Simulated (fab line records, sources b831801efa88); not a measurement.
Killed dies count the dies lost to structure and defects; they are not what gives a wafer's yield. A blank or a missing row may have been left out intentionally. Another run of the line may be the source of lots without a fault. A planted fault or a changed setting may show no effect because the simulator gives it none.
8D (eight disciplines) problem report, filled in by code || flow gf180mcu || the parts of the form that need people (team, actions taken, sign-off) are left out

## 1. THE PROBLEM
Mean of developer_temp_C at GF_DUAL_GATE_DEVELOP_10: 25.32 C across 6 wafers in 2 lots; on wafers with no fault it is 23.00 C (standard deviation 0.12). Relative to the usual mean, that is a shift of +19 standard deviations.
The step: develop time 60 s.
First seen on wafer L875.1, day 12 14:35, on litho_track-04. Wafers with a number at this step in the record: 42, from 14 lots. The rule behind "out" and "out of limits": a value lying over 4 standard deviations away from the usual mean. Any other wafer with a number is counted as sound.

## 2. WHAT IT IS, AND WHAT IT ISN'T
{"question": "which readings at this step", "is": "developer_temp_C", "is not": "-"}
{"question": "which lots", "is": "L875, L878", "is not": "L861, L862, L863, L864, L865, L866, L867, L868, L869, L880, L883, L884"}
{"question": "which wafers of those lots", "is": "all that have a number", "is not": "-"}
{"question": "read on which tools", "is": "litho_track-04", "is not": "litho_track-01, litho_track-03"}
{"question": "when", "is": "from day 12 14:35", "is not": "up to then (27 sound wafers); but 9 sound wafers of L880, L883, L884 came after"}

## 3. SUSPECTS, AND WHAT RULES EACH OUT
Counting: a tool stays on the suspect list if, at a process step up to the reading, it processed all lots that are out and no sound lot following the first of them.
- litho_track-04 at GF_DUAL_GATE_DEVELOP_10 (develop time 60 s): kept. It ran every lot that is out, first L875 (day 12 14:35), and no sound lot after that; its last sound lot up to then is L869 (day 10 23:50). Out on those wafers are its own readings of developer_temp_C.
After counting, what remains is litho_track-04 at GF_DUAL_GATE_DEVELOP_10.

## 4. THE CAUSE (what the simulator had put in)
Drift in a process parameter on litho_track-04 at GF_DUAL_GATE_DEVELOP_10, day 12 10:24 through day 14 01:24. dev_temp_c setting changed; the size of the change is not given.
This tool alone remained once counting was done.

## 5. THE CHAIN OF EFFECTS, in route order
Each row: a reading where the mean over the struck wafers with a number is more than 3 standard deviations away from the usual. Scope: only readings with a usual standard deviation given in the record; hours: median across lots of the time from each lot's start at the first step in this table that gives one to its start at this step; sigmas: change in usual standard deviations.
{"hours": 0, "step": "GF_DUAL_GATE_DEVELOP_10", "reading": "developer_temp_C", "usual": "23.00 C", "on struck wafers": 25.32, "change": "+2.32", "sigmas": "+19"}
The process steps in it:
- GF_DUAL_GATE_DEVELOP_10: develop time 60 s.
Later measuring or inspecting steps at which every struck wafer that the step has a row for has a number for every such reading, and none has moved that far: GF_HV_LDD_CD_MEAS_46, GF_PSD_TW_MEAS_11.

## 6. HOW IT WOULD HAVE BEEN CAUGHT EARLIER
First out-of-limits reading in this record: day 12 14:35, which is 4 hours after fault onset at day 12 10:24.
